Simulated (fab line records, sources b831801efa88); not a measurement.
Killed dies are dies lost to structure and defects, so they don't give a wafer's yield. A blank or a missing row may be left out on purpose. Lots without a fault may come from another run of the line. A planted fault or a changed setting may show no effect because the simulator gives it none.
fab line records | flow sky130
record lots=7 wafers=21 last_day=49
route steps=708 shown LDD_HVN@270 LDD_HVP@278 PAD_OPEN@708
lots that met no fault: from a run of the same line without faults
start_h: hours from the record's first day to the start of the lot's first wafer shown | wait_h: hours since the lot's step before | " the same as in the row above | L1.1+2: a row that stands for several wafers | - no value, or no start given | * or withheld: withheld | < > ~ a bound
route shown NAME@n: a module of which the file shows steps, and the number in the route of the first | usual: mean/standard deviation of fault-free wafers | same: alike in all rows | chamber/n: place in a boat | sites: the reading at each site | _std_site: their standard deviation | _edge_site: outer sites' mean less inner sites' | radius_mm: how far each site lies from the wafer's centre | mask NAME#n: copy n | behind: the tool/chamber that last shaped the wafer | hold: why the lot was held/for how many hours/how that ended | device: the transistor (n, p or np) that didn't switch | end of line: the same wafers' tests at the end of the route | a step without rows: its recipe alone | killed: dies lost to structure and defects at the first sort, not the wafer's yield | map: a wafer's dies, x killed, . not, _ none there
set.NAME: the setting as run; set.NAME@STEP: as run at that earlier step | model.NAME: the simulator's own value behind a step, which no gauge read
lots at some steps of the route; a table a step, a row a wafer
services: from which hour (start_h, from the record's first day; less than 0 if before it) a tool's chamber was out of use, for how many hours, and why
## steps
# step SKY_LDD_HVN_SOFTBAKE_03
# recipe temp_c=90 time_s=60 resist=NOVOLAK
# step SKY_LDD_HVN_EXPOSE_04
# recipe mask_id=HVNTM na=0.6 source_shape=conventional sigma_outer=0.6 polarization=unpolarized target_cd_nm=700 dose_mj=127
# step SKY_LDD_HVN_PEB_05
# recipe temp_c=withheld time_s=* resist=NOVOLAK
# step SKY_LDD_HVN_DEVELOP_06
# recipe resist=NOVOLAK developer=TMAH develop_time_s=60 dev_temp_c=23
# step SKY_LDD_HVN_OVL_MEAS_07
# usual LDD_HVN_OVL=-0.9/1.4
# columns lot.wafer tool chamber start_h wait_h LDD_HVN_OVL[nm]
L359.3 overlay-01 - 461.97 0.1 0.0
L359.5 " - " " 0.0
L359.6 " - " " 0.3
L361.2 overlay-02 - 474.91 0.1 0.8
L361.4 " - " " -0.6
L361.6 " - " " -1.1
L367.1 overlay-01 - 550.60 0.1 -0.8
L367.3 " - " " -2.5
L367.6 " - " " -3.3
L369.1 overlay-02 - 567.16 0.1 1.0
L369.2 " - " " 0.3
L369.4 " - " " 0.8
L371.1 overlay-02 - 576.21 0.1 -1.1
L371.5 " - " " -1.6
L371.6 " - " " -0.9
L373.1 overlay-02 - 609.40 0.1 -2.2
L373.3 " - " " -1.3
L373.4 " - " " -1.8
L377.2 overlay-01 - 622.09 0.1 -3.7
L377.4 " - " " -1.7
L377.6 " - " " -0.2
# step SKY_LDD_HVN_IMPLANT_08
# recipe species=P energy_kev=60 dose_cm2=3.035e+13 tilt_deg=40
# step SKY_LDD_HVN_STRIP_09
# recipe chemistry=O2/N2 power_w=1400 pressure_mtorr=1500 platen_temp_c=withheld o2_flow_sccm=3000 n2_flow_sccm=300 overash_fraction=0.5
# usual drypump_motor_current_A=5.5/0.45 oes_product_au=0.408/0.0041 strip_time_to_endpoint_s=4.134/0.013
# same overash_fraction=0.5
# columns lot.wafer tool chamber start_h wait_h drypump_motor_current_A oes_product_au rf_hours_counter_h strip_time_to_endpoint_s
L359.3 plasma_asher-03 0 462.18 0.1 5.7 0.408 - 4.126
L359.5 " 0 " " 5.8 0.407 - 4.137
L359.6 " 1 " " 6.0 0.403 - 4.126
L361.2 plasma_asher-02 0 475.09 0.1 5.0 0.403 81 4.135
L361.4 " 1 " " 5.0 0.415 - 4.138
L361.6 " 0 " " 5.0 0.408 - 4.150
L367.1 plasma_asher-03 1 550.79 0.1 6.0 0.414 12 4.159
L367.3 " 1 " " 6.0 0.410 - 4.150
L367.6 " 1 " " 6.0 0.405 - 4.169
L369.1 plasma_asher-03 1 567.34 0.1 6.0 0.409 14 4.120
L369.2 " 0 " " 5.7 0.411 14 4.129
L369.4 " 1 " " 6.0 0.411 - 4.118
L371.1 plasma_asher-03 1 576.39 0.1 6.0 0.406 15 4.132
L371.5 " 1 " " 6.0 0.401 - 4.120
L371.6 " 0 " " 5.8 0.404 - 4.152
L373.1 plasma_asher-02 0 609.59 0.1 5.0 0.408 95 4.137
L373.3 " 1 " " 4.9 0.409 - 4.130
L373.4 " 0 " " 5.0 0.402 - 4.133
L377.2 plasma_asher-02 0 622.27 0.1 5.0 0.405 95 4.141
L377.4 " 1 " " 4.9 0.404 - 4.134
L377.6 " 1 " " 4.9 0.408 - 4.135
# step SKY_LDD_HVN_TW_MEAS_10
# usual LDD_HVN_TW=1442/24
# columns lot.wafer tool chamber start_h wait_h LDD_HVN_TW
L359.3 film_metro-03 - 462.26 0.1 1460
L359.5 " - " " 1468
L359.6 " - " " 1456
L361.2 film_metro-03 - 475.20 0.1 1467
L361.4 " - " " 1458
L361.6 " - " " 1455
L367.1 film_metro-01 - 550.89 0.1 1451
L367.3 " - " " 1447
L367.6 " - " " 1444
L369.1 film_metro-03 - 567.44 0.1 1468
L369.2 " - " " 1462
L369.4 " - " " 1458
L371.1 film_metro-04 - 576.49 0.1 1403
L371.5 " - " " 1407
L371.6 " - " " 1403
L373.1 film_metro-04 - 609.69 0.1 1407
L373.3 " - " " 1414
L373.4 " - " " 1409
L377.2 film_metro-04 - 622.38 0.1 1415
L377.4 " - " " 1415
L377.6 " - " " 1405
# step SKY_LDD_HVP_DEHYDRATE_00
# recipe temp_c=200 time_s=60
# step SKY_LDD_HVP_HMDS_01
# recipe prime_time_s=60 prime_temp_c=120
# step SKY_LDD_HVP_COAT_02
# recipe resist=NOVOLAK spin_rpm=3000 resist_thk_nm=300
# step SKY_LDD_HVP_SOFTBAKE_03
# recipe temp_c=90 time_s=60 resist=NOVOLAK
# step SKY_LDD_HVP_EXPOSE_04
# recipe mask_id=HVPTM na=0.6 source_shape=conventional sigma_outer=0.6 polarization=unpolarized target_cd_nm=700 dose_mj=86
# usual reticle_temp_C=22.98/0.1
# columns lot.wafer tool chamber start_h wait_h mask reticle_temp_C model.LDD_HVP.overlay_x_nm
L359.3 iline_stepper-01 0 477.24 - HVPTM#0 22.97 1.834
L359.5 " 0 " " HVPTM#0 23.01 1.834
L359.6 " 0 " " HVPTM#0 23.02 1.834
L361.2 iline_stepper-01 0 490.41 - HVPTM#0 22.94 -2.411
L361.4 " 0 " " HVPTM#0 23.06 -2.411
L361.6 " 0 " " HVPTM#0 22.98 -2.411
L367.1 iline_stepper-02 0 566.21 - HVPTM#0 23.06 37.39
L367.3 " 0 " " HVPTM#0 23.00 37.39
L367.6 " 0 " " HVPTM#0 22.85 37.39
L369.1 iline_stepper-02 0 582.15 - HVPTM#0 23.06 39.3
L369.2 " 0 " " HVPTM#0 23.00 39.3
L369.4 " 0 " " HVPTM#0 23.02 39.3
L371.1 iline_stepper-02 0 591.26 - HVPTM#0 22.95 38.58
L371.5 " 0 " " HVPTM#0 23.06 38.58
L371.6 " 0 " " HVPTM#0 22.98 38.58
L373.1 iline_stepper-01 0 623.66 - HVPTM#0 22.99 -0.4593
L373.3 " 0 " " HVPTM#0 23.07 -0.4593
L373.4 " 0 " " HVPTM#0 23.11 -0.4593
L377.2 iline_stepper-01 0 637.37 - HVPTM#0 22.95 -1.026
L377.4 " 0 " " HVPTM#0 22.94 -1.026
L377.6 " 0 " " HVPTM#0 22.86 -1.026
# step SKY_LDD_HVP_PEB_05
# recipe temp_c=withheld time_s=* resist=NOVOLAK
# step SKY_LDD_HVP_DEVELOP_06
# recipe resist=NOVOLAK developer=TMAH develop_time_s=60 dev_temp_c=23
# step SKY_LDD_HVP_OVL_MEAS_07
# usual LDD_HVP_OVL=-1.0/1.3
# columns lot.wafer tool chamber start_h wait_h LDD_HVP_OVL[nm]
L359.3 overlay-02 - 492.46 0.1 -0.6
L359.5 " - " " -0.6
L359.6 " - " " -2.2
L361.2 overlay-01 - 505.41 0.1 -4.2
L361.4 " - " " -3.6
L361.6 " - " " -1.8
L367.1 overlay-02 - 580.78 0.1 37.3
L367.3 " - " " 37.0
L367.6 " - " " 37.4
L369.1 overlay-02 - 596.14 0.1 38.6
L369.2 " - " " 37.8
L369.4 " - " " 38.2
L371.1 overlay-01 - 605.64 0.1 37.8
L371.5 " - " " 38.7
L371.6 " - " " 39.2
L373.1 overlay-02 - 637.89 0.1 -1.6
L373.3 " - " " -1.4
L373.4 " - " " -1.2
L377.2 overlay-02 - 650.91 0.1 -2.2
L377.4 " - " " -1.4
L377.6 " - " " -1.7
# step SKY_LDD_HVP_IMPLANT_08
# recipe species=B energy_kev=20 dose_cm2=1.7e+13 tilt_deg=17.9
# step SKY_PAD_OPEN_PROBE_99
# usual killed_at_M0_to_M3=43/6.5 killed_at_M4_up=3.1/1.8 killed_at_contacts=24/4.8 killed_at_front_end=15/4.7 killed_at_other=0.3/0.58 killed_dies=86/8.6 killed_open=47/6.7 killed_short=39/6.1
# same gross_dies=492 killed_at_back_side=0
# columns lot.wafer tool chamber start_h wait_h killed_at_M0_to_M3 killed_at_M4_up killed_at_contacts killed_at_front_end killed_at_other killed_dies killed_open killed_short
L359.3 prober-01 - 1074.96 0.6 43 1 27 13 0 84 44 40
L359.5 prober-01 - 1075.06 0.7 39 3 21 17 0 80 42 38
L359.6 prober-01 - 1075.11 0.7 41 6 19 14 1 81 43 38
L367.1 prober-02 - 1134.96 0.1 45 1 30 12 0 88 45 43
L367.3 prober-02 - 1135.06 0.2 53 2 23 15 0 93 50 43
L367.6 prober-02 - 1135.21 0.2 42 4 31 13 0 90 49 41
L373.1 prober-01 - 1168.70 0.1 43 3 24 10 0 80 44 36
L373.3 prober-01 - 1168.80 0.2 39 3 22 6 2 72 36 36
L373.4 prober-01 - 1168.85 0.2 59 2 23 12 0 96 54 42
L377.2 prober-02 - 1177.05 0.1 40 3 24 10 0 77 43 34
L377.4 prober-02 - 1177.15 0.2 38 2 30 17 0 87 52 35
L377.6 prober-02 - 1177.25 0.2 43 6 25 9 1 84 36 48
# killed by level:class
L359.3 VIA1:geometric_particle:open=13 CONTACT:geometric_particle:open=9 METAL1:geometric_particle:short=7 CONTACT:geometric_particle:short=6 VIA1:geometric_particle:short=6 VIA2:geometric_particle:open=6 LI_CONTACT:geometric_particle:open=5 LOCAL_INTERCONNECT:geometric_particle:short=5
L359.5 VIA2:geometric_particle:open=8 VIA1:geometric_particle:open=7 CONTACT:geometric_particle:short=7 CONTACT:geometric_particle:open=7 FIELD_ISO:geometric_particle:short=6 VIA3:geometric_particle:open=5 METAL2:geometric_particle:short=4 LOCAL_INTERCONNECT:geometric_particle:short=4
L359.6 VIA3:geometric_particle:open=8 VIA1:geometric_particle:open=7 VIA2:geometric_particle:open=7 POLY_GATE:geometric_particle:open=6 LI_CONTACT:geometric_particle:open=4 LOCAL_INTERCONNECT:geometric_particle:short=4 CONTACT:geometric_particle:short=4 CONTACT:geometric_particle:open=4
L367.1 METAL2:geometric_particle:short=13 CONTACT:geometric_particle:open=13 VIA3:geometric_particle:open=8 VIA2:geometric_particle:open=6 LI_CONTACT:geometric_particle:open=6 LOCAL_INTERCONNECT:geometric_particle:short=6 FIELD_ISO:geometric_particle:open=4 METAL3:geometric_particle:short=4
L367.3 VIA1:geometric_particle:open=12 VIA3:geometric_particle:open=8 METAL1:geometric_particle:short=8 LI_CONTACT:geometric_particle:open=7 VIA2:geometric_particle:open=7 CONTACT:geometric_particle:open=6 CONTACT:geometric_particle:short=5 VIA1:geometric_particle:short=5
L367.6 CONTACT:geometric_particle:open=11 VIA2:geometric_particle:open=11 LI_CONTACT:geometric_particle:open=9 METAL2:geometric_particle:short=8 FIELD_ISO:geometric_particle:open=7 LI_CONTACT:geometric_particle:short=5 METAL1:geometric_particle:short=5 VIA1:geometric_particle:open=5
L373.1 VIA1:geometric_particle:open=16 CONTACT:geometric_particle:open=9 VIA1:geometric_particle:short=8 LI_CONTACT:geometric_particle:open=6 POLY_GATE:geometric_particle:short=5 CONTACT:geometric_particle:short=4 METAL2:geometric_particle:short=4 VIA2:geometric_particle:open=4
L373.3 VIA1:geometric_particle:open=9 CONTACT:geometric_particle:open=7 METAL2:geometric_particle:short=6 CONTACT:geometric_particle:short=6 VIA3:geometric_particle:open=6 LI_CONTACT:geometric_particle:open=5 METAL1:geometric_particle:short=5 VIA1:geometric_particle:short=5
L373.4 CONTACT:geometric_particle:open=14 VIA2:geometric_particle:open=12 VIA1:geometric_particle:open=11 VIA1:geometric_particle:short=8 VIA3:geometric_particle:short=6 METAL3:geometric_particle:short=5 VIA3:geometric_particle:open=4 VIA2:geometric_particle:short=4
L377.2 VIA1:geometric_particle:open=16 CONTACT:geometric_particle:open=10 METAL2:geometric_particle:short=7 LOCAL_INTERCONNECT:geometric_particle:short=5 FIELD_ISO:geometric_particle:open=4 CONTACT:geometric_particle:short=4 METAL3:geometric_particle:short=4 VIA3:geometric_particle:open=4
L377.4 LI_CONTACT:geometric_particle:open=10 VIA1:geometric_particle:open=10 POLY_GATE:geometric_particle:open=7 LI_CONTACT:geometric_particle:short=6 CONTACT:geometric_particle:open=6 METAL1:geometric_particle:open=5 VIA2:geometric_particle:open=4 LOCAL_INTERCONNECT:geometric_particle:short=4
L377.6 METAL2:geometric_particle:short=9 CONTACT:geometric_particle:open=8 VIA3:geometric_particle:open=8 METAL1:geometric_particle:short=7 LI_CONTACT:geometric_particle:short=5 METAL4:geometric_particle:short=5 LOCAL_INTERCONNECT:geometric_particle:short=5 VIA1:geometric_particle:open=5
## services
# columns tool chamber start_h hours kind
plasma_asher-02 - 450.08 9.2 repair
iline_stepper-02 - 487.52 1.7 pm
iline_stepper-02 - 494.52 0.6 repair
iline_stepper-01 - 548.74 2.1 pm
iline_stepper-01 - 550.82 - consumable_replace:lamp
iline_stepper-01 - 569.69 1.7 pm
plasma_asher-02 - 610.52 5.1 repair
## key
first_sign step=SKY_LDD_HVP_OVL_MEAS_07 reading=LDD_HVP_OVL direction=up sigmas=29 usual=-1.0 struck=38.0
effect none on later readings
model_effect step=SKY_LDD_HVP_EXPOSE_04 value=LDD_HVP.overlay_x_nm without=0.6189 struck=38.42
met_at SKY_LDD_HVP_EXPOSE_04
struck_wafers L367.1,L367.3,L367.6,L369.1,L369.2,L369.4,L371.1,L371.5,L371.6
tester_left_out L367,L369,L371
also_fits SKY_LDD_HVN_STRIP_09:plasma_asher-03
fault kind=scanner_matching_overlay tool=iline_stepper-02 chamber=- onset_h=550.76 steps=SKY_LDD_HVP_EXPOSE_04 offset=37.803
# tester_left_out: of these lots the tester's yield and bins aren't shown, on N5 and GAA mostly nor the transistor test; their killed dies are dies lost to structure and defects alone, not to doping, threshold or leakage, so they don't give the yield
